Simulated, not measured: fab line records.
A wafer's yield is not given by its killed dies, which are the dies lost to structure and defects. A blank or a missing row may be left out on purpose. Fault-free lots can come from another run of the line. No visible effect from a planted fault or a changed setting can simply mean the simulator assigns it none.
Comparing a struck lot with a sound one ; flow gf180mcu ; 15 out of 602 route steps
Sound: wafers L766.3, L766.4, L766.6. Wafers L770.1, L770.2, L770.4 were the ones struck. The cause is named last.
At each step with rows: each side's tool, then ch and its chambers, then its first start. Under that, the readings that differ: sound wafers ; struck wafers ; difference of the means ; sigmas: that difference in standard deviations of wafers without a fault.
alike: words and numbers the same on both sides, and readings whose means are apart by under 2 such deviations; not compared: readings that were withheld, readings missing a value for some wafer, numbers with overlapping values and no deviation given by the record, and bounds like >300 which may hide the same value.
A row with sigmas, a row that says differs or no value, or rows on one side alone: a step with any of these is where the two part. When numbers do not overlap yet have no deviation, they are printed without sigmas and do not part them. Lack of a reading on every wafer of one side parts them only where that side has two or more wafers.

first, 4 steps without rows for these wafers: GF_M4_SOFTBAKE_10 (time 60 s); GF_M4_EXPOSE_11 (exposes mask Metal4, target cd 280 nm); GF_M4_PEB_12 (peb time 90 s); GF_M4_DEVELOP_13 (develop time 60 s).
GF_M4_CD_MEAS_14: target cd 280 nm.
  sound: cd_sem-01 at day 25 16:35; struck: cd_sem-01 at day 27 05:17
  alike: cd_nm
GF_M4_OVL_MEAS_15:
  sound: overlay-01 at day 25 16:40; struck: overlay-02 at day 27 05:25
  alike: M4_OVL
GF_M4_METAL_ETCH_16: etches the open film in Cl2/BCl3, stops on SiO2, target depth 750.8 nm, time 125.1 s.
  sound on rie_metal-03 ch 0,1, day 25 16:44; struck on rie_metal-02 ch 0,1, day 27 05:26
reading;sound;struck;difference;sigmas
oes_product_au (a.u.);1.002 0.997 0.989;0.985 0.984 0.986;-0.011;-2
  alike: drypump_motor_current_A, throttle_valve_pct
  not compared: rf_hours_counter_h
GF_M4_STRIP_17: strips in O2/N2.
  sound on plasma_asher-04 ch 0,1, day 25 16:52; struck on plasma_asher-04 ch 0,1, day 27 05:34
  alike: drypump_motor_current_A, heater_power_w, oes_product_au, strip_time_to_endpoint_s
  not compared: rf_hours_counter_h
then, 3 steps without rows for these wafers: GF_M4_STRIP_18 (strips in post etch residue remover, time 1200 s); GF_M4_CLEAN_19 (cleans in DIW); GF_V4_CVD_00 (deposits SiO2, target thk 600 nm, time 100 s).
GF_V4_THK_MEAS_01:
  sound: film_metro-01 at day 25 17:27; struck: film_metro-04 at day 27 06:11
  alike: V4_CVD_00_THK
GF_V4_CVD_02: deposits SiO2 from TEOS, target thk 850 nm, time 94.851 s.
  sound on pecvd-03 ch 0,1,2, day 25 17:29; struck on pecvd-03 ch 1,2, day 27 06:14
reading;sound;struck;difference;sigmas
model.SiO2_of_V4_CVD_02.thk_nm (nm);846.4 870.2 863.5;816.1 797.6 836.2;-43.4;
  alike: heater_power_w
GF_V4_THK_MEAS_03:
  sound: film_metro-04 at day 25 17:35; struck: film_metro-02 at day 27 06:19
reading;sound;struck;difference;sigmas
V4_CVD_02_THK (nm);846 870 864;816 798 835;-44;-3
-- the record jumps here: 5 days lie between the struck wafers' starts before and after (it left off in module V4 and takes up again in module PASSIVATION, whose first step shown is number 602 of the route) --
GF_PASSIVATION_PROBE_99:
  record: rows for the struck wafers here (prober-01, day 32 05:35), none for the sound ones

WHERE THEY PART
At GF_M4_METAL_ETCH_16 first; at GF_PASSIVATION_PROBE_99 last (within this record only).

WHY: what the simulator had put in
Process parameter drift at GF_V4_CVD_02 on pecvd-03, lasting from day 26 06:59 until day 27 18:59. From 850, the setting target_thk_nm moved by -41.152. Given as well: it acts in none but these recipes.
